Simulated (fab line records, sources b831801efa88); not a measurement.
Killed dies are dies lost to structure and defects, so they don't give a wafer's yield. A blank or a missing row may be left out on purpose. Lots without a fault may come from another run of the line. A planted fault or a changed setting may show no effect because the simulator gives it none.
fab line records | flow sky130
record lots=10 wafers=30 last_day=50
route steps=708 shown METAL4@601 VIA4@651 PASSIVATION@681 PAD_OPEN@701
lots that met no fault: from a run of the same line without faults
start_h: hours from the record's first day to the start of the lot's first wafer shown | wait_h: hours since the lot's step before | " the same as in the row above | L1.1+2: a row that stands for several wafers | - no value, or no start given | * or withheld: withheld | < > ~ a bound
route shown NAME@n: a module of which the file shows steps, and the number in the route of the first | usual: mean/standard deviation of fault-free wafers | same: alike in all rows | chamber/n: place in a boat | sites: the reading at each site | _std_site: their standard deviation | _edge_site: outer sites' mean less inner sites' | radius_mm: how far each site lies from the wafer's centre | mask NAME#n: copy n | behind: the tool/chamber that last shaped the wafer | hold: why the lot was held/for how many hours/how that ended | device: the transistor (n, p or np) that didn't switch | end of line: the same wafers' tests at the end of the route | a step without rows: its recipe alone | killed: dies lost to structure and defects at the first sort, not the wafer's yield | map: a wafer's dies, x killed, . not, _ none there
set.NAME: the setting as run; set.NAME@STEP: as run at that earlier step | model.NAME: the simulator's own value behind a step, which no gauge read
steps of the route over a sample of lots; a table a step, a row a wafer
services: from which hour (start_h, from the record's first day; less than 0 if before it) a tool's chamber was out of use, for how many hours, and why
## steps
# step SKY_METAL4_SPUTTER_03
# recipe material=Ti target_thk_nm=5 power_w=3000 time_s=3.3 chamber_pressure_pa=0.4
# usual throttle_valve_pct=30.4/1.2
# columns lot.wafer tool chamber start_h wait_h throttle_valve_pct
L558.1 pvd_sputter-04 - 948.49 0.0 29.9
L558.2 " - " " 28.3
L558.4 " - " " 32.0
L559.3 pvd_sputter-01 - 955.62 0.0 27.7
L559.4 " - " " 31.1
L559.5 " - " " 31.2
L561.1 pvd_sputter-04 - 966.39 0.0 29.4
L561.4 " - " " 28.3
L561.5 " - " " 32.0
L566.2 pvd_sputter-02 - 997.75 0.0 30.4
L566.4 " - " " 31.3
L566.6 " - " " 31.4
L570.3 pvd_sputter-01 - 1019.47 0.0 31.0
L570.4 " - " " 27.9
L570.5 " - " " 31.2
L571.2 pvd_sputter-02 - 1029.17 0.0 31.8
L571.3 " - " " 31.0
L571.5 " - " " 30.4
L575.1 pvd_sputter-04 - 1045.45 0.0 29.7
L575.2 " - " " 28.5
L575.4 " - " " 29.8
L579.1 pvd_sputter-02 - 1073.25 0.0 32.1
L579.3 " - " " 31.3
L579.4 " - " " 30.3
L580.4 pvd_sputter-04 - 1078.77 0.0 31.8
L580.5 " - " " 28.1
L580.6 " - " " 31.9
L581.1 pvd_sputter-02 - 1087.23 0.0 30.9
L581.3 " - " " 30.3
L581.4 " - " " 32.1
# step SKY_VIA4_ETCH_12
# recipe target=SiO2 chemistry=C4F8/O2/Ar stop_on=TiN mask_material=NOVOLAK source_w=1500 bias_w=1200 pressure_mtorr=40 c4f8_flow_sccm=withheld O2_flow_sccm=6 Ar_flow_sccm=300 time_s=withheld target_depth_a=5800
# usual oes_product_au=0.926/0.0053
# columns lot.wafer tool chamber start_h wait_h oes_product_au
L558.1 rie_diel-03 1 1021.43 0.0 0.922
L558.2 " 2 " " 0.935
L558.4 " 0 " " 0.931
L559.3 rie_diel-04 1 1027.43 0.0 0.920
L559.4 " 3 " " 0.934
L559.5 " 3 " " 0.926
L561.1 rie_diel-04 2 1037.50 0.0 0.921
L561.4 " 0 " " 0.930
L561.5 " 1 " " 0.929
L566.2 rie_diel-04 0 1068.39 0.0 0.917
L566.4 " 1 " " 0.928
L566.6 " 3 " " 0.920
L570.3 rie_diel-04 1 1089.34 0.0 0.928
L570.4 " 0 " " 0.918
L570.5 " 2 " " 0.916
L571.2 rie_diel-03 3 1097.75 0.0 0.923
L571.3 " 1 " " 0.924
L571.5 " 0 " " 0.917
L575.1 rie_diel-02 1 1113.75 0.0 0.928
L575.2 " 0 " " 0.934
L575.4 " 2 " " 0.923
L579.1 rie_diel-02 2 1137.50 0.0 0.923
L579.3 " 0 " " 0.926
L579.4 " 1 " " 0.923
L580.4 rie_diel-03 2 1142.24 0.0 0.929
L580.5 " 2 " " 0.918
L580.6 " 1 " " 0.926
L581.1 rie_diel-02 0 1149.33 0.0 0.927
L581.3 " 1 " " 0.925
L581.4 " 3 " " 0.933
# step SKY_VIA4_CMP_21
# recipe stop_on=SiO2 t_overpolish_s=25 down_force_psi=3.5 platen_rpm=60 target_thk_nm=0 pad_velocity_m_s=0.94248
# usual motor_current_A=10.9/1 overpolish_run_s=25.000/0.0085 time_to_endpoint_s=123/3.3
# same t_overpolish_s=25
# columns lot.wafer tool chamber start_h wait_h motor_current_A overpolish_run_s time_to_endpoint_s
L558.1 cmp-01 0 1022.53 0.1 11.9 24.995 113
L558.2 " 1 " " 10.6 24.988 121
L558.4 " 2 " " 12.3 25.004 114
L559.3 cmp-02 2 1028.59 0.1 9.2 25.004 127
L559.4 " 3 " " 10.1 25.006 126
L559.5 " 1 " " 10.2 25.010 129
L561.4 cmp-02 1 1038.68 0.1 10.6 24.996 123
L561.1 " 2 " " 9.7 25.005 121
L561.5 " 2 " " 9.3 24.983 123
L566.2 cmp-02 0 1069.49 0.0 10.1 25.018 128
L566.4 " 3 " " 10.4 25.002 129
L566.6 " 0 " " 10.4 25.004 127
L570.4 cmp-02 1 1090.40 0.0 10.4 24.982 126
L570.3 " 2 " " 9.5 24.984 123
L570.5 " 2 " " 9.2 25.004 123
L571.3 cmp-02 3 1098.86 0.1 10.6 25.001 121
L571.2 " 1 " " 10.8 25.011 123
L571.5 " 3 " " 10.1 24.995 124
L575.1 cmp-01 3 1114.82 0.1 10.9 24.998 118
L575.4 " 0 " " 12.5 25.004 121
L575.2 " 2 " " 12.6 25.007 124
L579.1 cmp-01 0 1138.58 0.1 12.4 24.995 125
L579.4 " 2 " " 12.3 24.999 126
L579.3 " 3 " " 11.5 24.992 125
L580.4 cmp-02 1 1143.30 0.0 10.7 25.014 122
L580.5 " 1 " " 10.7 24.999 129
L580.6 " 2 " " 9.7 25.001 124
L581.1 cmp-02 3 1150.39 0.1 10.4 24.996 127
L581.3 " 0 " " 10.8 25.001 123
L581.4 " 2 " " 9.4 25.006 123
# step SKY_PASSIVATION_CVD_00
# recipe material=SiO2 target_thk_nm=90 temp_c=400 time_s=withheld rf_w=600
# usual heater_power_w=616/71
# columns lot.wafer tool chamber start_h wait_h heater_power_w
L558.1 pecvd-01 0 1046.77 0.0 464
L558.2 " 2 " " 620
L558.4 " 2 " " 646
L559.3 pecvd-02 0 1052.18 0.0 656
L559.4 " 2 " " 601
L559.5 " 0 " " 641
L561.1 pecvd-02 2 1062.62 0.0 610
L561.4 " 0 " " 677
L561.5 " 2 " " 635
L566.2 pecvd-01 1 1093.43 0.0 603
L566.4 " 1 " " 637
L566.6 " 0 " " 555
L570.3 pecvd-02 1 1112.79 0.0 622
L570.4 " 2 " " 754
L570.5 " 1 " " 624
L571.2 pecvd-02 2 1120.28 0.0 716
L571.3 " 0 " " 633
L571.5 " 0 " " 637
L575.1 pecvd-03 0 1135.79 0.0 581
L575.2 " 1 " " 472
L575.4 " 0 " " 591
L579.1 pecvd-01 1 1158.29 0.0 632
L579.3 " 2 " " 733
L579.4 " 1 " " 617
L580.4 pecvd-03 2 1163.02 0.0 617
L580.5 " 1 " " 524
L580.6 " 0 " " 628
L581.1 pecvd-03 0 1168.37 0.0 599
L581.3 " 0 " " 595
L581.4 " 1 " " 523
# step SKY_PASSIVATION_THK_MEAS_01
# recipe reads=SiO2_of_PASSIVATION_CVD_00
# usual PASSIVATION_CVD_00_THK=90.4/1
# columns lot.wafer tool chamber start_h wait_h PASSIVATION_CVD_00_THK[nm]
L558.1 film_metro-02 - 1046.80 - 91.2
L558.2 " - " " 90.3
L558.4 " - " " 91.2
L559.3 film_metro-02 - 1052.22 - 91.9
L559.4 " - " " 90.8
L559.5 " - " " 90.0
L561.1 film_metro-01 - 1062.65 - 90.7
L561.4 " - " " 92.3
L561.5 " - " " 91.6
L566.2 film_metro-01 - 1093.46 - 90.3
L566.4 " - " " 90.5
L566.6 " - " " 91.0
L570.3 film_metro-02 - 1112.83 - 90.2
L570.4 " - " " 91.4
L570.5 " - " " 39.9
L571.2 film_metro-03 - 1120.31 - 38.4
L571.3 " - " " 89.2
L571.5 " - " " 39.2
L575.1 film_metro-01 - 1135.81 - 89.3
L575.2 " - " " 87.9
L575.4 " - " " 90.4
L579.1 film_metro-03 - 1158.31 - 88.9
L579.3 " - " " 89.2
L579.4 " - " " 90.6
L580.4 film_metro-03 - 1163.06 - 91.3
L580.5 " - " " 90.6
L580.6 " - " " 90.7
L581.1 film_metro-03 - 1168.40 - 88.7
L581.3 " - " " 90.7
L581.4 " - " " 91.3
# step SKY_PASSIVATION_ETCH_11
# recipe chemistry=CF4/O2 target_depth_nm=725 stop_on=AlCu source_w=800 bias_w=150 pressure_mtorr=150 cf4_flow_sccm=80 O2_flow_sccm=10 time_s=161.1
# usual drypump_motor_current_A=5.6/0.42 oes_product_au=0.977/0.0071 throttle_valve_pct=5.966/0.0089
# columns lot.wafer tool chamber start_h wait_h drypump_motor_current_A oes_product_au rf_hours_counter_h throttle_valve_pct
L558.1 rie_diel-01 0 1069.00 - 5.4 0.971 15 5.956
L558.2 " 3 " " 6.3 0.974 19 5.968
L558.4 " 1 " " 6.5 0.981 16 5.982
L559.3 rie_diel-04 2 1074.63 - 5.4 0.973 21 5.972
L559.4 " 2 " " 5.4 0.989 - 5.963
L559.5 " 0 " " 5.5 0.983 - 5.955
L561.1 rie_diel-01 3 1085.10 - 6.3 0.971 20 5.954
L561.4 " 0 " " 5.4 0.985 15 5.965
L561.5 " 0 " " 5.4 0.989 - 5.957
L566.2 rie_diel-03 3 1114.38 - 5.6 0.972 26 5.952
L566.4 " 2 " " 5.3 0.986 17 5.957
L566.6 " 3 " " 5.6 0.987 - 5.967
L570.3 rie_diel-01 1 1132.55 - 6.5 0.968 18 5.966
L570.4 " 2 " " 5.6 0.980 22 5.973
L570.5 " 1 " " 6.6 0.941 - 5.961
L571.2 rie_diel-04 0 1139.63 - 5.5 0.937 10 5.963
L571.3 " 2 " " 5.4 0.978 23 5.962
L571.5 " 2 " " 5.4 0.928 - 5.945
L575.1 rie_diel-01 3 1154.60 - 6.3 0.972 22 5.972
L575.2 " 0 " " 5.4 0.960 19 5.957
L575.4 " 1 " " 6.5 0.979 19 5.980
L579.1 rie_diel-03 1 1175.11 - 5.7 0.971 31 5.978
L579.3 " 2 " " 5.3 0.979 20 5.966
L579.4 " 3 " " 5.7 0.996 - 5.946
L580.4 rie_diel-03 2 1180.18 - 5.3 0.966 - 5.972
L580.5 " 3 " " 5.6 0.973 - 5.969
L580.6 " 1 " " 5.7 0.970 - 5.958
L581.1 rie_diel-01 2 1185.40 - 5.6 0.978 24 5.973
L581.3 " 3 " " 6.3 0.987 24 5.959
L581.4 " 1 " " 6.5 0.973 20 5.944
# step SKY_PAD_OPEN_ETCH_07
# recipe chemistry=CF4/O2 target_depth_nm=725 stop_on=AlCu source_w=800 bias_w=150 pressure_mtorr=150 cf4_flow_sccm=80 O2_flow_sccm=10 time_s=161.1
# usual drypump_motor_current_A=5.7/0.43 oes_product_au=0.977/0.0071 throttle_valve_pct=5.964/0.01
# columns lot.wafer tool chamber start_h wait_h drypump_motor_current_A oes_product_au rf_hours_counter_h throttle_valve_pct
L558.1 rie_diel-01 0 1091.43 - 5.4 0.962 16 5.974
L558.2 " 3 " " 6.3 0.973 20 5.952
L558.4 " 1 " " 6.5 0.974 16 5.970
L559.3 rie_diel-03 3 1096.47 - 5.7 0.983 26 5.968
L559.4 " 1 " " 5.7 0.985 28 5.964
L559.5 " 3 " " 5.7 0.990 - 5.965
L561.1 rie_diel-01 1 1105.93 - 6.6 0.979 17 5.952
L561.4 " 3 " " 6.3 0.989 21 5.951
L561.5 " 0 " " 5.4 0.982 - 5.977
L566.2 rie_diel-01 0 1134.08 - 5.4 0.976 18 5.957
L566.4 " 3 " " 6.3 0.994 22 5.978
L566.6 " 3 " " 6.3 0.992 - 5.976
L570.3 rie_diel-01 1 1151.40 - 6.5 0.981 19 5.961
L570.4 " 0 " " 5.4 0.979 18 5.959
L570.5 " 0 " " 5.4 0.930 - 5.960
L571.2 rie_diel-01 2 1158.12 - 5.6 0.932 23 5.945
L571.3 " 1 " " 6.5 0.973 19 5.973
L571.5 " 0 " " 5.4 0.931 - 5.956
L575.1 rie_diel-01 2 1172.07 - 5.6 0.973 23 5.948
L575.2 " 1 " " 6.5 0.968 20 5.947
L575.4 " 0 " " 5.4 0.976 19 5.962
L579.1 rie_diel-01 0 1191.60 - 5.4 0.970 20 5.970
L579.3 " 1 " " 6.5 0.976 21 5.958
L579.4 " 3 " " 6.3 0.977 24 5.969
L580.4 rie_diel-03 1 1195.35 - 5.7 0.959 - 5.953
L580.5 " 2 " " 5.3 0.974 - 5.958
L580.6 " 3 " " 5.7 0.962 - 5.958
L581.1 rie_diel-01 0 1200.30 - 5.4 0.970 20 5.952
L581.3 " 3 " " 6.3 0.973 24 5.971
L581.4 " 2 " " 5.6 0.982 24 5.970
# step SKY_PAD_OPEN_PROBE_99
# usual defect_limited_yield=82.5/2 killed_at_M0_to_M3=43/7.1 killed_at_M4_up=3.3/2 killed_at_contacts=24/5.1 killed_at_front_end=15/4.6 killed_at_other=0.3/0.6 killed_dies=86/9.6 killed_open=46/7.3 killed_short=39/6.7 sort_bin_3_pad_short=0.9/0.44 sort_bin_5_function=10.4/1.5 sort_bin_6_memory=6.2/1.1 sort_n_pass=406/9.6 sort_yield_pct=82.5/2
# same gross_dies=492 killed_at_back_side=0 sort_bin_4_leakage[%]=0 sort_bin_8_speed[%]=0
# columns lot.wafer tool chamber start_h wait_h defect_limited_yield[%] killed_at_M0_to_M3 killed_at_M4_up killed_at_contacts killed_at_front_end killed_at_other killed_dies killed_open killed_short sort_bin_3_pad_short[%] sort_bin_5_function[%] sort_bin_6_memory[%] sort_n_pass sort_yield_pct[%]
L558.1 prober-01 - 1094.18 0.1 83.1 39 6 20 18 0 83 50 33 0.4 8.7 7.7 409 83.1
L558.2 prober-01 - 1094.23 0.1 80.5 44 1 29 22 0 96 51 45 1.4 11.0 7.1 396 80.5
L558.4 prober-01 - 1094.33 0.2 81.7 40 7 28 14 1 90 47 43 0.6 11.0 6.7 402 81.7
L566.2 prober-01 - 1136.45 0.1 84.6 36 3 26 10 1 76 48 28 0.6 9.1 5.7 416 84.6
L566.4 prober-01 - 1136.55 0.2 83.1 37 5 22 19 0 83 48 35 1.0 10.6 5.3 409 83.1
L566.6 prober-01 - 1136.65 0.2 84.3 30 5 26 16 0 77 44 33 0.4 9.6 5.7 415 84.3
L570.3 prober-01 - 1153.81 0.2 79.7 54 3 31 12 0 100 57 43 0.4 13.0 6.9 392 79.7
L570.4 prober-01 - 1153.86 0.2 80.1 59 3 22 14 0 98 51 47 1.6 9.3 8.9 394 80.1
L570.5 prober-01 - 1153.91 0.2 81.1 54 3 19 17 0 93 44 49 1.2 10.8 6.9 399 81.1
L571.2 prober-02 - 1160.48 0.1 83.9 39 1 20 19 0 79 43 35 1.2 8.5 6.3 413 83.9
L571.3 prober-02 - 1160.53 0.2 83.3 46 5 16 14 1 82 47 35 0.6 10.0 6.1 410 83.3
L571.5 prober-02 - 1160.63 0.2 82.9 45 6 15 17 1 84 36 47 1.2 10.2 5.7 408 82.9
L579.1 prober-02 - 1193.93 0.1 84.1 43 2 18 11 4 78 45 31 1.4 8.3 6.1 414 84.1
L579.3 prober-02 - 1194.03 0.2 77.4 63 3 31 14 0 111 54 57 2.0 12.6 7.9 381 77.4
L579.4 prober-02 - 1194.08 0.2 86.6 35 3 15 13 0 66 33 33 0.2 7.3 5.9 426 86.6
L581.1 prober-02 - 1202.65 0.1 82.1 44 3 20 20 1 88 53 35 0.6 10.2 7.1 404 82.1
L581.3 prober-02 - 1202.75 0.2 86.6 32 2 20 12 0 66 37 29 0.8 8.3 4.3 426 86.6
L581.4 prober-02 - 1202.80 0.2 85.6 27 4 26 14 0 71 33 38 0.8 8.5 5.1 421 85.6
# killed by level:class
L558.1 VIA2:geometric_particle:open=11 LI_CONTACT:geometric_particle:open=8 CONTACT:geometric_particle:open=6 VIA3:geometric_particle:open=6 FIELD_ISO:geometric_particle:short=4 POLY_GATE:geometric_particle:open=4 METAL1:geometric_particle:short=4 VIA1:geometric_particle:open=4
L558.2 CONTACT:geometric_particle:open=11 LI_CONTACT:geometric_particle:open=9 METAL1:geometric_particle:short=8 VIA1:geometric_particle:open=8 VIA2:geometric_particle:open=7 METAL2:geometric_particle:short=6 FIELD_ISO:geometric_particle:short=5 VIA2:geometric_particle:short=5
L558.4 CONTACT:geometric_particle:open=11 VIA3:geometric_particle:open=9 VIA1:geometric_particle:open=8 METAL4:geometric_particle:short=6 METAL2:geometric_particle:short=5 CONTACT:geometric_particle:short=5 POLY_GATE:geometric_particle:short=5 LOCAL_INTERCONNECT:geometric_particle:short=5
L566.2 CONTACT:geometric_particle:open=13 VIA1:geometric_particle:open=11 VIA3:geometric_particle:open=8 METAL1:geometric_particle:short=6 LI_CONTACT:geometric_particle:open=4 VIA2:geometric_particle:short=4 CONTACT:geometric_particle:short=4 FIELD_ISO:geometric_particle:open=3
L566.4 CONTACT:geometric_particle:open=9 VIA1:geometric_particle:open=8 LI_CONTACT:geometric_particle:open=7 FIELD_ISO:geometric_particle:short=6 VIA3:geometric_particle:open=6 FIELD_ISO:geometric_particle:open=5 CONTACT:geometric_particle:short=5 METAL1:geometric_particle:short=5
L566.6 CONTACT:geometric_particle:open=11 LI_CONTACT:geometric_particle:open=6 METAL2:geometric_particle:short=6 VIA1:geometric_particle:short=6 FIELD_ISO:geometric_particle:open=5 POLY_GATE:geometric_particle:short=4 CONTACT:geometric_particle:short=4 VIA3:geometric_particle:open=4
L570.3 LI_CONTACT:geometric_particle:open=15 VIA1:geometric_particle:open=12 VIA2:geometric_particle:open=9 METAL2:geometric_particle:short=8 VIA3:geometric_particle:open=8 METAL1:geometric_particle:short=6 FIELD_ISO:geometric_particle:short=5 CONTACT:geometric_particle:open=5
L570.4 METAL2:geometric_particle:short=10 VIA3:geometric_particle:open=10 VIA1:geometric_particle:open=9 VIA2:geometric_particle:open=8 FIELD_ISO:geometric_particle:open=6 CONTACT:geometric_particle:open=6 LI_CONTACT:geometric_particle:open=6 METAL1:geometric_particle:short=5
L570.5 VIA1:geometric_particle:open=13 VIA1:geometric_particle:short=8 CONTACT:geometric_particle:open=7 FIELD_ISO:geometric_particle:short=6 METAL1:geometric_particle:short=6 METAL3:geometric_particle:short=6 VIA3:geometric_particle:open=6 VIA2:geometric_particle:open=5
L571.2 CONTACT:geometric_particle:open=12 VIA2:geometric_particle:open=6 VIA3:geometric_particle:open=6 METAL1:geometric_particle:short=5 METAL2:geometric_particle:short=5 POLY_GATE:geometric_particle:short=4 POLY_CUT:geometric_particle:short=4 LI_CONTACT:geometric_particle:open=4
L571.3 VIA1:geometric_particle:open=15 CONTACT:geometric_particle:open=8 METAL2:geometric_particle:short=6 FIELD_ISO:geometric_particle:open=5 VIA3:geometric_particle:open=5 LI_CONTACT:geometric_particle:open=4 VIA1:geometric_particle:short=4 METAL3:geometric_particle:short=4
L571.5 VIA1:geometric_particle:open=15 FIELD_ISO:geometric_particle:short=8 VIA1:geometric_particle:short=6 METAL2:geometric_particle:short=6 METAL4:geometric_particle:short=5 LI_CONTACT:geometric_particle:open=5 CONTACT:geometric_particle:open=5 METAL1:geometric_particle:short=5
L579.1 VIA1:geometric_particle:open=10 CONTACT:geometric_particle:open=7 METAL2:geometric_particle:short=7 LI_CONTACT:geometric_particle:open=6 VIA3:geometric_particle:open=6 VIA1:geometric_particle:short=5 VIA2:geometric_particle:open=5 FIELD_ISO:geometric_particle:open=3
L579.3 VIA3:geometric_particle:open=12 VIA1:geometric_particle:open=10 METAL2:geometric_particle:short=10 VIA2:geometric_particle:open=8 LI_CONTACT:geometric_particle:short=7 CONTACT:geometric_particle:open=7 VIA3:geometric_particle:short=6 LI_CONTACT:geometric_particle:open=6
L579.4 VIA1:geometric_particle:open=8 VIA2:geometric_particle:open=6 POLY_GATE:geometric_particle:short=4 LOCAL_INTERCONNECT:geometric_particle:short=4 CONTACT:geometric_particle:open=4 VIA1:geometric_particle:short=4 VIA2:geometric_particle:short=4 FIELD_ISO:geometric_particle:short=3
L581.1 VIA1:geometric_particle:open=9 CONTACT:geometric_particle:open=7 VIA3:geometric_particle:open=7 FIELD_ISO:geometric_particle:short=6 FIELD_ISO:geometric_particle:open=5 METAL1:geometric_particle:open=5 METAL2:geometric_particle:short=5 VIA2:geometric_particle:open=5
L581.3 CONTACT:geometric_particle:open=11 METAL1:geometric_particle:short=7 VIA1:geometric_particle:open=6 POLY_GATE:geometric_particle:open=5 VIA2:geometric_particle:open=5 VIA3:geometric_particle:short=5 VIA3:geometric_particle:open=4 FIELD_ISO:geometric_particle:short=3
L581.4 LI_CONTACT:geometric_particle:open=9 CONTACT:geometric_particle:short=7 VIA3:geometric_particle:open=7 CONTACT:geometric_particle:open=6 FIELD_ISO:geometric_particle:short=5 METAL1:geometric_particle:short=5 METAL1:geometric_particle:open=4 VIA2:geometric_particle:open=3
## services
# columns tool chamber start_h hours kind
rie_diel-04 3 926.03 2.5 repair
rie_diel-04 1 942.69 9.0 repair
rie_diel-04 0 943.96 3.2 repair
rie_diel-04 0 947.57 4.6 repair
rie_diel-03 2 948.06 3.2 repair
rie_diel-01 - 955.43 2.8 pm
rie_diel-04 - 963.83 0.5 repair
cmp-02 - 970.90 11.5 pm
rie_diel-04 1 971.85 3.9 repair
rie_diel-04 2 973.46 4.2 repair
rie_diel-03 1 991.65 13.5 repair
rie_diel-03 2 1007.88 6.2 repair
cmp-02 - 1009.17 2.3 repair
cmp-02 - 1026.43 2.1 repair
rie_diel-01 3 1059.85 4.8 repair
rie_diel-04 3 1070.92 5.0 repair
rie_diel-04 - 1098.04 0.7 repair
rie_diel-04 3 1132.54 9.9 repair
rie_diel-01 3 1143.54 4.0 repair
rie_diel-04 3 1146.66 3.4 repair
rie_diel-03 - 1147.68 4.3 repair
rie_diel-03 0 1168.75 26.9 repair
cmp-02 - 1185.60 4.0 pm
cmp-02 - 1191.99 0.5 repair
## key
first_sign step=SKY_PASSIVATION_THK_MEAS_01 reading=PASSIVATION_CVD_00_THK direction=down sigmas=49 usual=90.4 struck=39.2
effect step=SKY_PASSIVATION_ETCH_11 reading=oes_product_au direction=down sigmas=5.9 usual=0.977 struck=0.935
effect step=SKY_PAD_OPEN_ETCH_07 reading=oes_product_au direction=down sigmas=6.4 usual=0.977 struck=0.931
met_at SKY_PASSIVATION_CVD_00
struck_lots L570,L571
struck_wafers L570.5,L571.2,L571.5
not_acting_at SKY_METAL4_SPUTTER_03,SKY_VIA4_ETCH_12,SKY_VIA4_CMP_21
onset_between 1062.62 1112.79
fault kind=process_parameter_drift tool=pecvd-02 chamber=- onset_h=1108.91 steps=SKY_PASSIVATION_CVD_00 channel=target_thk_nm offset=-51.498 shape=step end_h=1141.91 scope=struck_wafers_only acts_in=these_recipes_only stated=90
